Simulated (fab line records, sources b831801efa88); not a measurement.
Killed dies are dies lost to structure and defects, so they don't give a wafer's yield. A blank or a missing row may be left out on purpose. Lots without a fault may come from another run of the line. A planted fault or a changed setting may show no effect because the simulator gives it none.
Which tool did it? | flow gf180mcu | 14 lots, 42 wafers sampled, at 4 steps of a route of 602

WHAT THE GAUGES READ, wafer by wafer
GF_V5_THK_MEAS_01. Usual: V5_CVD_00_THK 299.4 nm, standard deviation 2.8.
lot  | measured     | on            | V5_CVD_00_THK (nm) | flag
L652 | day 26 02:46 | film_metro-03 | 305.0 304.5 300.2  |
L653 | day 26 13:25 | film_metro-02 | 296.4 297.7 297.6  |
L654 | day 26 22:37 | film_metro-01 | 298.9 301.4 297.0  |
L655 | day 27 06:09 | film_metro-02 | 295.5 295.0 297.8  |
L656 | day 27 13:51 | film_metro-02 | 292.7 297.8 301.1  |
L657 | day 27 22:28 | film_metro-01 | 302.7 299.8 299.3  |
L658 | day 28 04:47 | film_metro-01 | 291.9 296.2 295.9  |
L662 | day 29 10:29 | film_metro-03 | 300.9 300.1 302.5  |
L663 | day 29 17:07 | film_metro-01 | 297.9 297.1 296.9  |
L664 | day 30 04:08 | film_metro-01 | 298.0 298.4 298.6  |
L667 | day 30 23:49 | film_metro-03 | 301.4 299.5 297.9  |
L669 | day 31 12:39 | film_metro-03 | 297.2 295.0 298.6  |
L671 | day 31 22:02 | film_metro-03 | 300.5 300.7 302.6  |
L675 | day 32 23:05 | film_metro-03 | 300.5 299.8 301.1  |

GF_V5_OVL_MEAS_15. Usual: V5_OVL -2 nm, standard deviation 5.1.
lot  | measured     | on         | V5_OVL (nm) | flag
L652 | day 27 00:56 | overlay-02 | 4 2 -3      |
L653 | day 27 10:56 | overlay-01 | 1 -6 -5     |
L654 | day 27 19:36 | overlay-02 | -7 -9 -7    |
L655 | day 28 02:38 | overlay-01 | 4 -2 4      |
L656 | day 28 10:24 | overlay-01 | -9 -5 -10   |
L657 | day 28 18:43 | overlay-01 | 4 -4 4      |
L658 | day 29 00:56 | overlay-01 | 0 4 2       |
L662 | day 30 05:51 | overlay-01 | -5 -2 -7    |
L663 | day 30 11:54 | overlay-01 | -6 -8 -4    |
L664 | day 30 23:03 | overlay-02 | 0 -6 0      |
L667 | day 31 17:35 | overlay-01 | -4 -11 -6   |
L669 | day 32 06:09 | overlay-01 | 3 2 2       |
L671 | day 32 15:35 | overlay-02 | -5 -3 -7    |
L675 | day 33 15:59 | overlay-02 | 2 -1 0      |

GF_PASSIVATION_BOW_MEAS_14. Usual: PASSIVATION_BOW 133 um, standard deviation 9.5.
lot  | measured     | on            | PASSIVATION_BOW (um) | flag
L652 | day 28 21:34 | film_metro-01 | 152 136 153          |
L653 | day 29 06:38 | film_metro-04 | 136 144 146          |
L654 | day 29 15:23 | film_metro-03 | 139 120 132          |
L655 | day 29 20:59 | film_metro-03 | 132 128 141          |
L656 | day 30 04:44 | film_metro-01 | 147 140 149          |
L657 | day 30 12:43 | film_metro-04 | 132 138 128          |
L658 | day 30 19:11 | film_metro-03 | 126 125 123          |
L662 | day 31 21:37 | film_metro-04 | 129 131 129          |
L663 | day 32 04:02 | film_metro-03 | 144 140 138          |
L664 | day 32 12:49 | film_metro-04 | 135 133 136          |
L667 | day 33 07:38 | film_metro-04 | 135 112 123          |
L669 | day 33 20:20 | film_metro-03 | 116 125 116          |
L671 | day 34 03:44 | film_metro-04 | 125 120 136          |
L675 | day 35 02:29 | film_metro-03 | 139 147 150          |

WHICH TOOL RAN EACH LOT (tool, then ch and the chambers of the sampled wafers, then the start)
lot  | GF_CONTACT_ETCH_17
L652 | rie_diel-02 ch 0,1,2, day 15 23:00
L653 | rie_diel-01 ch 0,1, day 16 10:00
L654 | rie_diel-01 ch 1,3, day 16 18:00
L655 | rie_diel-02 ch 1,2,3, day 17 03:00
L656 | rie_diel-01 ch 1,2, day 17 11:00
L657 | rie_diel-01 ch 0,1,2, day 17 23:00
L658 | rie_diel-04 ch 2,3, day 18 07:00
L662 | rie_diel-02 ch 2,3, day 19 19:00
L663 | rie_diel-02 ch 0,2, day 20 03:00
L664 | rie_diel-02 ch 0,2,3, day 20 14:00
L667 | rie_diel-01 ch 0,1,2, day 21 17:00
L669 | rie_diel-02 ch 0,1,2, day 22 10:00
L671 | rie_diel-02 ch 0,2, day 23 01:00
L675 | rie_diel-01 ch 0,1, day 24 07:00
- GF_CONTACT_ETCH_17: etches SiO2 in C4F8/O2/Ar, stops on CoSi2, target depth 860 nm.

WHAT THE TOOLS THEMSELVES READ (means of the sampled wafers that have a number; where no wafer has one, the mark that the record gives instead)
GF_CONTACT_ETCH_17. Usual: oes_product_au 0.815 a.u., standard deviation 0.0044.
lot  | tool        | oes_product_au (a.u.) | flag
L652 | rie_diel-02 | 0.805                 |
L653 | rie_diel-01 | 0.816                 |
L654 | rie_diel-01 | 0.812                 |
L655 | rie_diel-02 | 0.815                 |
L656 | rie_diel-01 | 0.814                 |
L657 | rie_diel-01 | 0.811                 |
L658 | rie_diel-04 | 0.815                 |
L662 | rie_diel-02 | 0.812                 |
L663 | rie_diel-02 | 0.813                 |
L664 | rie_diel-02 | 0.815                 |
L667 | rie_diel-01 | 0.816                 |
L669 | rie_diel-02 | 0.811                 |
L671 | rie_diel-02 | 0.813                 |
L675 | rie_diel-01 | 0.813                 |

THE ANSWER, worked out from the rows above alone
Rule: a lot is off if the mean of its wafers that have a number lies more than 3 standard deviations from the usual mean. A lot without any number at a reading at which 4 lots or more have one is off too. The other lots that the step has rows for count as sound. The gauges are gone through in route order, then the tools' own readings, and for those a lot's mean is taken as printed above. The first step at which some lot is off is used, and at that step the reading that is off furthest; a lot without a number counts as furthest.
No lot is off at any reading shown: from this, nothing can be told.

WHAT THE SIMULATOR HAD PUT IN
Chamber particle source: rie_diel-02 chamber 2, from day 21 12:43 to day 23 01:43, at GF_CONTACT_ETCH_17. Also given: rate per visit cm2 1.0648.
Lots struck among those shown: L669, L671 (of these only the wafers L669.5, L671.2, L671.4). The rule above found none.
